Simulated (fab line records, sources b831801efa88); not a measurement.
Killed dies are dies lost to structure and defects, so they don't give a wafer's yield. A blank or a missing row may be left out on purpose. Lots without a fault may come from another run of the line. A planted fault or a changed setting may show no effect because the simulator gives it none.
A struck lot beside a sound one | flow sfq_line | 43 steps out of a route of 325
Sound: wafers L556.4, L556.5, L556.6. Struck: wafers L569.2, L569.3, L569.4. The cause comes at the end.
At each step with rows: each side's tool, then ch and its chambers, then its first start. Under that, the readings that differ: sound wafers | struck wafers | difference of the means | sigmas: that difference in standard deviations of wafers without a fault.
alike: readings whose means differ by less than 2 such deviations, and words and numbers that are the same on both sides. not compared: withheld readings, readings that some wafer has no value for, bounds like >300 that may hide the same value, and numbers for which the record gives no deviation and whose values overlap.
The two part at a step that has a row with sigmas, a row that says differs or no value, or rows on one side only. Numbers that don't overlap but have no deviation are shown without sigmas and don't part them. A reading that every wafer of one side lacks parts them only if that side has two wafers or more.

first, 6 steps without rows for these wafers: SFQ_TRILAYER_M5_LITHO_COAT_128 (resist thk 62 nm); SFQ_TRILAYER_M5_LITHO_COAT_123 (resist thk 600 nm); SFQ_TRILAYER_M5_LITHO_SOFTBAKE_127; SFQ_TRILAYER_M5_LITHO_EXPOSE_124 (exposes mask M5, target cd 700 nm); SFQ_TRILAYER_M5_LITHO_PEB_126 (peb time 60 s); SFQ_TRILAYER_M5_LITHO_DEVELOP_125 (time 60 s).
SFQ_M5_OVL_MEAS_932:
  sound on overlay-02, day 62 20:19; struck on overlay-01, day 70 09:12
  alike: M5_OVL
SFQ_TRILAYER_M5_BARC_OPEN_METAL_ETCH_161: etches BARC in O2, target depth 125 nm, time 41.7 s.
  sound on rie_metal-04 ch 0,1, day 62 20:21; struck on rie_metal-01 ch 0,1, day 70 09:14
  reading                     | sound       | struck      | difference | sigmas
  drypump_motor_current_A (A) | 6.7 6.7 6.1 | 5.8 5.5 5.8 | -0.8       | -2
  alike: bias_w, oes_product_au
  not compared: rf_hours_counter_h
SFQ_TRILAYER_M5_ETCH_METAL_ETCH_126: etches Nb in Cl2/BCl3, stops on SiO2, time 203.2 s, target depth 265 nm.
  sound on rie_metal-04 ch 0,1, day 62 20:28; struck on rie_metal-01 ch 0,1, day 70 09:17
  reading                     | sound       | struck      | difference | sigmas
  drypump_motor_current_A (A) | 6.7 6.7 6.1 | 5.8 5.5 5.8 | -0.8       | -2
  alike: bias_w, oes_product_au
  not compared: rf_hours_counter_h
then, 2 steps without rows for these wafers: SFQ_TRILAYER_M5_STRIP_STRIP_127 (strips in O2); SFQ_TRILAYER_M5_STRIP_SOLV_CLEAN_128 (cleans in NMP, time 600 s).
SFQ_TRILAYER_A5B_DEP_PECVD_129: deposits SiO2 from SiH4/N2O, time 133.33 s, target thk 600 nm.
  sound on pecvd-04 ch 0,1, day 62 21:25; struck on pecvd-04 ch 0,2, day 70 10:16
  alike: heater_power_w, throttle_valve_pct
SFQ_TRILAYER_A5B_CMP_CMP_130: polishes, stops on Nb, target thk 340.7 nm.
  sound on cmp-01 ch 2,3, day 63 00:14; struck on cmp-02 ch 1,2,3, day 70 10:51
  no value came back on the struck wafers for edge_zone_pressure_frac, head_pressure_psi (psi), motor_current_A (A); on the sound wafers edge_zone_pressure_frac reads 0.996 1.003 0.999
  reading                                              | sound             | struck            | difference | sigmas
  model.SiO2_of_TRILAYER_A5B_DEP_PECVD_129.thk_nm (nm) | 338.1 339.1 330.5 | 602.3 601.7 603.7 | +266.7     |
SFQ_TRILAYER_A5B_METRO_MEASURE_131:
  sound on film_metro-02, day 63 03:50; struck on film_metro-03, day 70 13:33
  reading     | sound       | struck      | difference | sigmas
  thk_nm (nm) | 338 339 330 | 602 602 604 | +267       | +44
then, 3 steps without rows for these wafers: SFQ_TRILAYER_R5_DEP_SPUTTER_132 (material Ti, target thk 5 nm, time 5 s); SFQ_TRILAYER_R5_DEP_SPUTTER_133 (material MoNx, target thk 40 nm, time 66.7 s); SFQ_TRILAYER_R5_DEP_SPUTTER_134 (material Ti, target thk 5 nm, time 5 s).
SFQ_R5_RS_MEAS_933: measures by four-point-probe.
  sound on film_metro-01, day 63 04:35; struck on film_metro-02, day 70 14:40
  alike: R5_MONX_RS
SFQ_R5_THK_MEAS_934: measures by xrf.
  sound on film_metro-01, day 63 04:41; struck on film_metro-02, day 70 14:46
  alike: R5_MONX_THK
then, 6 steps without rows for these wafers: SFQ_TRILAYER_R5_LITHO_COAT_141 (resist thk 62 nm); SFQ_TRILAYER_R5_LITHO_COAT_136 (resist thk 600 nm); SFQ_TRILAYER_R5_LITHO_SOFTBAKE_140; SFQ_TRILAYER_R5_LITHO_EXPOSE_137 (exposes mask R5, target cd 500 nm); SFQ_TRILAYER_R5_LITHO_PEB_139 (peb time 60 s); SFQ_TRILAYER_R5_LITHO_DEVELOP_138 (time 60 s).
SFQ_R5_OVL_MEAS_935:
  sound on overlay-02, day 66 15:52; struck on overlay-02, day 70 17:05
  alike: R5_OVL
then, 4 steps without rows for these wafers: SFQ_TRILAYER_R5_BARC_OPEN_METAL_ETCH_177 (etches BARC in O2, target depth 125 nm, time 41.7 s); SFQ_TRILAYER_R5_ETCH_METAL_ETCH_139 (etches the open film in Cl2, stops on SiO2, target depth 60 nm, time 40 s); SFQ_TRILAYER_R5_STRIP_STRIP_140 (strips in O2); SFQ_TRILAYER_R5_STRIP_SOLV_CLEAN_141 (cleans in NMP, time 600 s).
SFQ_TRILAYER_A5C_DEP_PECVD_142: deposits SiO2 from SiH4/N2O, time 15.556 s, target thk 70 nm.
  sound on pecvd-03 ch 0,1,2, day 66 16:47; struck on pecvd-03 ch 0,1, day 70 18:00
  alike: heater_power_w, throttle_valve_pct
then, 6 steps without rows for these wafers: SFQ_TRILAYER_I5_LITHO_COAT_149 (resist thk 62 nm); SFQ_TRILAYER_I5_LITHO_COAT_144 (resist thk 650 nm); SFQ_TRILAYER_I5_LITHO_SOFTBAKE_148; SFQ_TRILAYER_I5_LITHO_EXPOSE_145 (exposes mask I5, target cd 700 nm); SFQ_TRILAYER_I5_LITHO_PEB_147 (peb time 60 s); SFQ_TRILAYER_I5_LITHO_DEVELOP_146 (time 60 s).
-- the record jumps here: 5 days lie between the struck wafers' starts before and after --
SFQ_I5_OVL_MEAS_936:
  sound on overlay-02, day 70 15:13; struck on overlay-02, day 75 14:40
  alike: I5_OVL
then, 2 steps without rows for these wafers: SFQ_TRILAYER_I5_BARC_OPEN_VIA_ETCH_200 (etches BARC in O2, target depth 125 nm, time 41.7 s); SFQ_TRILAYER_I5_ETCH_VIA_ETCH_147 (etches the open film in CHF3, stops on Nb, target depth 360 nm).
SFQ_TRILAYER_I5_STRIP_STRIP_148: strips in O2.
  sound on rie_metal-01 ch 0,1, day 70 15:37; struck on rie_metal-02 ch 0,1, day 75 14:53
  alike: drypump_motor_current_A, oes_product_au
  not compared: rf_hours_counter_h
then, 1 step without rows for these wafers: SFQ_TRILAYER_I5_STRIP_SOLV_CLEAN_149 (cleans in NMP, time 600 s).
-- the record jumps here: 21 days lie between the struck wafers' starts before and after --
SFQ_M8_BOW_MEAS_951:
  sound on film_metro-01, day 85 18:42; struck on film_metro-01, day 96 02:56
  reading                 | sound            | struck            | difference | sigmas
  model.etest.i5.link_ohm | 2.285 2.291 2.29 | 2.368 2.372 2.369 | +0.081     |
  alike: M8_BOW

WHERE THEY PART
First at SFQ_TRILAYER_M5_BARC_OPEN_METAL_ETCH_161; last, within this record, at SFQ_TRILAYER_A5B_METRO_MEASURE_131. Later steps at which nothing parts them and some readings are alike: SFQ_R5_RS_MEAS_933, SFQ_R5_THK_MEAS_934, SFQ_R5_OVL_MEAS_935, SFQ_TRILAYER_A5C_DEP_PECVD_142, SFQ_I5_OVL_MEAS_936, SFQ_TRILAYER_I5_STRIP_STRIP_148, SFQ_M8_BOW_MEAS_951.

WHY: what the simulator had put in
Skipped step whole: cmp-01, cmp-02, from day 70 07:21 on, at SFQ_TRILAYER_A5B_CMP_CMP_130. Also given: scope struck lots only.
